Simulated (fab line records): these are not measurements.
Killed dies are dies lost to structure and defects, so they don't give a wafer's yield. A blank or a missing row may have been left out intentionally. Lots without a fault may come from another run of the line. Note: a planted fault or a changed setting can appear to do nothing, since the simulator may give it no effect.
fab line records -- flow sky130
record lots=15, wafers=45, last-day=50
route steps=708 shown VIA1@471 METAL2@485
lots with no fault: from the same line, run without faults
start-h: start of the lot's first displayed wafer, in hours after the record's first day -- wait-h: hours from the lot's prior step to this one -- " the same as in the row above -- L1.1+2: a single row standing in for several wafers -- - no value, or no start was given -- * or withheld: withheld -- < > ~ a bound
route shown NAME@n: a module of which the file shows steps, and the number in the route of the first -- usual: mean/standard deviation of fault-free wafers -- same: alike in all rows -- chamber/n: place in a boat -- sites: each site's reading -- _std_site: the values' standard deviation -- _edge_site: the outer-site mean with the inner-site mean subtracted -- radius-mm: how far each site lies from the wafer's centre -- mask NAME#n: copy n -- behind: the tool/chamber that last shaped the wafer -- hold: why the lot went on hold/how many hours it stayed there/how the hold came to an end -- device: transistor that didn't switch, given as n, p or np -- end of line: tests of these same wafers at the route's end -- a step without rows: its recipe alone -- killed: at the first sort, the dies lost to defects and structure; wafer yield is something else -- map: the dies of a wafer, with x for killed, . for not killed, _ for no die there
set.NAME: the setting as run; set.NAME@STEP: as run at that earlier step -- model.NAME: the simulator's own value behind a step, which no gauge read
a sample of lots followed through the steps of the route, with each step as a table and each wafer as a row
services: the hour from which a tool's chamber was out of use, counted from the record's first day as start-h (under 0 if before that day), plus the number of hours and why
## steps
# step SKY_VIA1_OVL_MEAS_13
# usual VIA1_OVL=-2/4.4
lot.wafer,tool,chamber,start-h,wait-h,VIA1_OVL[nm]
L757.1,overlay-02,-,847.69,0.1,-5
L757.4,overlay-02,-,847.69,0.1,-3
L757.6,overlay-02,-,847.69,0.1,-1
L760.3,overlay-02,-,848.64,0.1,4
L760.4,overlay-02,-,848.64,0.1,0
L760.6,overlay-02,-,848.64,0.1,2
L759.2,overlay-02,-,849.78,0.1,5
L759.3,overlay-02,-,849.78,0.1,-3
L759.4,overlay-02,-,849.78,0.1,-2
L761.2,overlay-02,-,854.69,0.1,-3
L761.4,overlay-02,-,854.69,0.1,3
L761.5,overlay-02,-,854.69,0.1,2
L762.4,overlay-01,-,888.60,0.1,-7
L762.5,overlay-01,-,888.60,0.1,-7
L762.6,overlay-01,-,888.60,0.1,-7
L763.4,overlay-01,-,888.95,0.1,1
L763.5,overlay-01,-,888.95,0.1,-4
L763.6,overlay-01,-,888.95,0.1,-4
L765.3,overlay-01,-,890.85,0.1,3
L765.4,overlay-01,-,890.85,0.1,1
L765.5,overlay-01,-,890.85,0.1,2
L764.1,overlay-01,-,893.53,0.1,-1
L764.2,overlay-01,-,893.53,0.1,2
L764.6,overlay-01,-,893.53,0.1,-4
L766.1,overlay-02,-,894.18,0.1,3
L766.3,overlay-02,-,894.18,0.1,0
L766.5,overlay-02,-,894.18,0.1,-1
L770.2,overlay-01,-,913.30,0.1,4
L770.5,overlay-01,-,913.30,0.1,-1
L770.6,overlay-01,-,913.30,0.1,-1
L771.1,overlay-01,-,921.29,0.1,-4
L771.4,overlay-01,-,921.29,0.1,0
L771.6,overlay-01,-,921.29,0.1,-1
L773.3,overlay-01,-,933.51,0.1,8
L773.4,overlay-01,-,933.51,0.1,2
L773.5,overlay-01,-,933.51,0.1,4
L772.2,overlay-01,-,937.33,0.1,-2
L772.4,overlay-01,-,937.33,0.1,1
L772.6,overlay-01,-,937.33,0.1,7
L774.1,overlay-02,-,938.10,0.1,2
L774.2,overlay-02,-,938.10,0.1,3
L774.3,overlay-02,-,938.10,0.1,-4
L776.1,overlay-02,-,953.94,0.1,-1
L776.3,overlay-02,-,953.94,0.1,-10
L776.4,overlay-02,-,953.94,0.1,-2
# step SKY_VIA1_CMP_24
# recipe stop-on=SiO2, t-overpolish-s=15, down-force-psi=3.5, platen-rpm=60, target-thk-nm=0, pad-velocity-m-s=0.94248
# usual motor-current-A=11.3/1.1, overpolish-run-s=15.001/0.0083, time-to-endpoint-s=66/3.4
lot.wafer,tool,chamber,start-h,wait-h,motor-current-A,overpolish-run-s,time-to-endpoint-s
L757.1,cmp-01,2,848.88,0.1,11.8,14.983,67
L757.4,cmp-01,3,848.88,0.1,9.9,14.994,66
L757.6,cmp-01,2,848.88,0.1,11.7,15.006,66
L760.4,cmp-01,2,849.85,0.1,11.6,15.000,69
L760.3,cmp-01,0,849.85,0.1,11.7,15.009,70
L760.6,cmp-01,2,849.85,0.1,12.0,15.005,69
L759.2,cmp-01,2,851.31,0.3,11.3,14.995,65
L759.3,cmp-01,0,851.31,0.3,11.8,14.996,65
L759.4,cmp-01,1,851.31,0.3,10.4,14.983,64
L761.4,cmp-02,3,855.79,0.0,9.1,14.995,60
L761.2,cmp-02,2,855.79,0.0,12.1,15.006,68
L761.5,cmp-02,3,855.79,0.0,9.0,14.995,63
L762.4,cmp-02,1,889.74,0.1,12.1,14.989,65
L762.6,cmp-02,3,889.74,0.1,8.9,15.000,60
L762.5,cmp-02,0,889.74,0.1,12.0,14.985,63
L763.4,cmp-01,0,890.09,0.1,11.5,15.017,67
L763.6,cmp-01,2,890.09,0.1,12.3,14.998,65
L763.5,cmp-01,3,890.09,0.1,10.0,14.993,60
L765.3,cmp-02,0,891.89,0.0,11.6,14.995,64
L765.4,cmp-02,2,891.89,0.0,10.7,15.008,67
L765.5,cmp-02,1,891.89,0.0,12.5,14.999,70
L764.2,cmp-01,2,894.63,0.1,11.8,14.997,63
L764.1,cmp-01,0,894.63,0.1,12.0,15.000,70
L764.6,cmp-01,2,894.63,0.1,11.6,15.012,63
L766.3,cmp-02,1,895.23,0.0,12.5,15.015,71
L766.1,cmp-02,0,895.23,0.0,11.6,14.992,66
L766.5,cmp-02,1,895.23,0.0,12.3,14.994,73
L770.2,cmp-01,0,914.86,0.5,12.3,15.008,68
L770.5,cmp-01,1,914.86,0.5,11.1,15.003,65
L770.6,cmp-01,2,914.86,0.5,12.8,15.015,63
L771.1,cmp-01,0,922.37,0.1,12.4,14.994,66
L771.4,cmp-01,1,922.37,0.1,10.7,14.992,64
L771.6,cmp-01,0,922.37,0.1,12.7,14.999,67
L773.3,cmp-01,0,934.89,0.0,12.5,14.994,66
L773.4,cmp-01,2,934.89,0.0,12.2,15.004,60
L773.5,cmp-01,1,934.89,0.0,10.2,14.999,63
L772.4,cmp-02,0,938.47,0.0,12.7,15.006,64
L772.2,cmp-02,2,938.47,0.0,11.5,15.000,70
L772.6,cmp-02,1,938.47,0.0,11.7,15.010,67
L774.2,cmp-01,3,939.50,0.0,10.6,15.008,61
L774.1,cmp-01,1,939.50,0.0,10.6,15.005,66
L774.3,cmp-01,2,939.50,0.0,12.1,15.019,60
L776.4,cmp-02,1,955.04,0.1,12.2,15.010,69
L776.3,cmp-02,2,955.04,0.1,11.3,14.998,67
L776.1,cmp-02,3,955.04,0.1,8.9,14.996,62
# step SKY_METAL2_SPUTTER_02
# recipe material=AlCu, target-thk-nm=250, power-w=10600, time-s=13.3, chamber-pressure-pa=0.4
# usual chamber-pressure-pa=0.4001/0.00074, throttle-valve-pct=30.1/1.1
lot.wafer,tool,chamber,start-h,wait-h,chamber-pressure-pa,throttle-valve-pct
L757.1,pvd-sputter-03,-,849.17,0.0,0.4005,28.9
L757.4,pvd-sputter-03,-,849.17,0.0,0.3995,29.3
L757.6,pvd-sputter-03,-,849.17,0.0,0.4009,28.2
L760.3,pvd-sputter-02,-,850.15,0.0,0.4004,31.8
L760.4,pvd-sputter-02,-,850.15,0.0,0.4003,29.7
L760.6,pvd-sputter-02,-,850.15,0.0,0.3988,30.7
L759.2,pvd-sputter-02,-,851.66,0.0,0.3987,30.7
L759.3,pvd-sputter-02,-,851.66,0.0,0.3996,32.0
L759.4,pvd-sputter-02,-,851.66,0.0,0.4016,29.4
L761.2,pvd-sputter-04,-,856.13,0.0,0.4013,29.9
L761.4,pvd-sputter-04,-,856.13,0.0,0.4000,30.1
L761.5,pvd-sputter-04,-,856.13,0.0,0.4003,29.5
L762.4,pvd-sputter-03,-,889.98,0.0,0.4004,31.0
L762.5,pvd-sputter-03,-,889.98,0.0,0.3993,28.4
L762.6,pvd-sputter-03,-,889.98,0.0,0.4000,29.3
L763.4,pvd-sputter-04,-,890.33,0.0,0.3995,29.9
L763.5,pvd-sputter-04,-,890.33,0.0,0.3997,29.4
L763.6,pvd-sputter-04,-,890.33,0.0,0.4002,29.7
L765.3,pvd-sputter-02,-,892.23,0.0,0.4000,31.1
L765.4,pvd-sputter-02,-,892.23,0.0,0.3996,31.8
L765.5,pvd-sputter-02,-,892.23,0.0,0.3995,30.9
L764.1,pvd-sputter-03,-,894.93,0.0,0.4002,28.3
L764.2,pvd-sputter-03,-,894.93,0.0,0.3998,29.7
L764.6,pvd-sputter-03,-,894.93,0.0,0.4008,28.1
L766.1,pvd-sputter-02,-,895.58,0.0,0.3993,30.9
L766.3,pvd-sputter-02,-,895.58,0.0,0.3998,31.6
L766.5,pvd-sputter-02,-,895.58,0.0,0.3997,31.7
L770.2,pvd-sputter-04,-,915.06,0.0,0.4013,29.5
L770.5,pvd-sputter-04,-,915.06,0.0,0.3992,31.3
L770.6,pvd-sputter-04,-,915.06,0.0,0.4007,29.6
L771.1,pvd-sputter-03,-,922.72,0.0,0.3999,28.5
L771.4,pvd-sputter-03,-,922.72,0.0,0.4004,31.0
L771.6,pvd-sputter-03,-,922.72,0.0,0.3997,28.8
L773.3,pvd-sputter-03,-,935.24,0.0,0.3991,29.0
L773.4,pvd-sputter-03,-,935.24,0.0,0.4015,29.5
L773.5,pvd-sputter-03,-,935.24,0.0,0.4007,31.0
L772.2,pvd-sputter-03,-,938.82,0.0,0.3993,31.1
L772.4,pvd-sputter-03,-,938.82,0.0,0.4010,29.4
L772.6,pvd-sputter-03,-,938.82,0.0,0.4002,29.5
L774.1,pvd-sputter-04,-,939.84,0.0,0.4003,29.5
L774.2,pvd-sputter-04,-,939.84,0.0,0.3989,29.7
L774.3,pvd-sputter-04,-,939.84,0.0,0.4003,31.6
L776.1,pvd-sputter-02,-,955.34,0.0,0.4012,30.8
L776.3,pvd-sputter-02,-,955.34,0.0,0.4008,31.8
L776.4,pvd-sputter-02,-,955.34,0.0,0.4001,29.6
# step SKY_METAL2_DEVELOP_14
# recipe develop-time-s=58.36, resist=KrF-thick, dev-temp-c=21
# usual chill-plate-temp-C=23.01/0.097, develop-time-s=58.36/0, exhaust-pa=45.0/0.93
lot.wafer,tool,chamber,start-h,wait-h,chill-plate-temp-C,develop-time-s,exhaust-pa
L757.1,litho-track-02,0,875,-,23.02,58.36,43.5
L757.4,litho-track-02,0,875,-,23.03,58.36,43.7
L757.6,litho-track-02,0,875,-,22.99,58.36,44.7
L760.3,litho-track-02,0,876,-,22.91,58.36,44.8
L760.4,litho-track-02,0,876,-,22.96,58.36,45.5
L760.6,litho-track-02,0,876,-,22.91,58.36,44.3
L759.2,litho-track-03,0,877,-,23.19,58.36,45.7
L759.3,litho-track-03,0,877,-,23.18,58.36,44.8
L759.4,litho-track-03,0,877,-,23.30,58.36,44.9
L761.2,litho-track-03,0,882,-,23.00,58.36,45.1
L761.4,litho-track-03,0,882,-,22.87,58.36,44.6
L761.5,litho-track-03,0,882,-,23.00,58.36,45.2
L762.4,litho-track-03,0,915,-,23.01,58.36,44.3
L762.5,litho-track-03,0,915,-,22.89,58.36,44.1
L762.6,litho-track-03,0,915,-,22.98,58.36,43.8
L763.4,litho-track-03,0,916,-,22.96,58.36,44.7
L763.5,litho-track-03,0,916,-,23.17,58.36,45.2
L763.6,litho-track-03,0,916,-,22.96,58.36,45.5
L765.3,litho-track-01,-,917,-,-,-,-
L765.4,litho-track-01,-,917,-,-,-,-
L765.5,litho-track-01,-,917,-,-,-,-
L764.1,litho-track-02,-,919,-,-,-,-
L764.2,litho-track-02,-,919,-,-,-,-
L764.6,litho-track-02,-,919,-,-,-,-
L766.1,litho-track-01,-,920,-,-,-,-
L766.3,litho-track-01,-,920,-,-,-,-
L766.5,litho-track-01,-,920,-,-,-,-
L770.2,litho-track-03,0,940,-,23.00,58.36,46.0
L770.5,litho-track-03,0,940,-,23.01,58.36,45.1
L770.6,litho-track-03,0,940,-,23.20,58.36,45.8
L771.1,litho-track-02,0,947,-,23.03,58.36,44.2
L771.4,litho-track-02,0,947,-,22.92,58.36,43.7
L771.6,litho-track-02,0,947,-,22.88,58.36,44.5
L773.3,litho-track-01,0,959,-,23.01,58.36,46.5
L773.4,litho-track-01,0,959,-,23.04,58.36,46.1
L773.5,litho-track-01,0,959,-,22.98,58.36,45.8
L772.2,litho-track-03,0,962,-,22.92,58.36,46.3
L772.4,litho-track-03,0,962,-,22.94,58.36,45.1
L772.6,litho-track-03,0,962,-,22.99,58.36,45.2
L774.1,litho-track-03,0,963,-,22.91,58.36,45.9
L774.2,litho-track-03,0,963,-,23.06,58.36,45.0
L774.3,litho-track-03,0,963,-,22.98,58.36,44.9
L776.1,litho-track-03,0,978,-,22.95,58.36,45.6
L776.3,litho-track-03,0,978,-,23.01,58.36,44.2
L776.4,litho-track-03,0,978,-,22.89,58.36,45.0
## services
tool,chamber,start-h,hours,kind
cmp-02,-,851.21,0.7,repair
pvd-sputter-04,-,859.11,0.8,repair
pvd-sputter-02,-,877.06,3.1,repair
pvd-sputter-04,-,905.06,6.7,repair
cmp-01,-,907.13,0.4,repair
cmp-02,-,912.06,4.0,pm
pvd-sputter-03,-,912.29,8.0,repair
cmp-02,-,916.06,-,consumable-replace:conditioner
cmp-02,-,916.06,-,consumable-replace:pad
pvd-sputter-04,-,940.99,1.1,repair
cmp-02,-,961.35,8.5,repair
pvd-sputter-04,-,972.43,3.3,repair
## key
first-sign step=SKY_METAL2_DEVELOP_14, reading=tool-record, direction=missing
effect none on later readings
met-at SKY_METAL2_DEVELOP_14
struck-lots L764,L765,L766
rows-end L764.1,L764.2,L764.6,L766.1,L766.3,L766.5
later-rows-left-out L765.3,L765.4,L765.5
sort-left-out L765.3,L765.4,L765.5
not-acting-at SKY_VIA1_OVL_MEAS_13,SKY_VIA1_CMP_24,SKY_METAL2_SPUTTER_02
onset-between 876 917
fault kind=skipped-step-whole, tool=litho-track-01,litho-track-02, chamber=-, onset-h=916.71, steps=SKY_METAL2_DEVELOP_14, scope=struck-lots-only
# sort-left-out: the simulated sort isn't trusted on such a fault, so these wafers' sort isn't shown, and their yield isn't known
# later-rows-left-out: the simulator's readings of these wafers behind a module that went badly wrong aren't trusted and aren't shown, but for the sort
# rows-end: these wafers met a further fault down the route, and their rows from its step on are left out
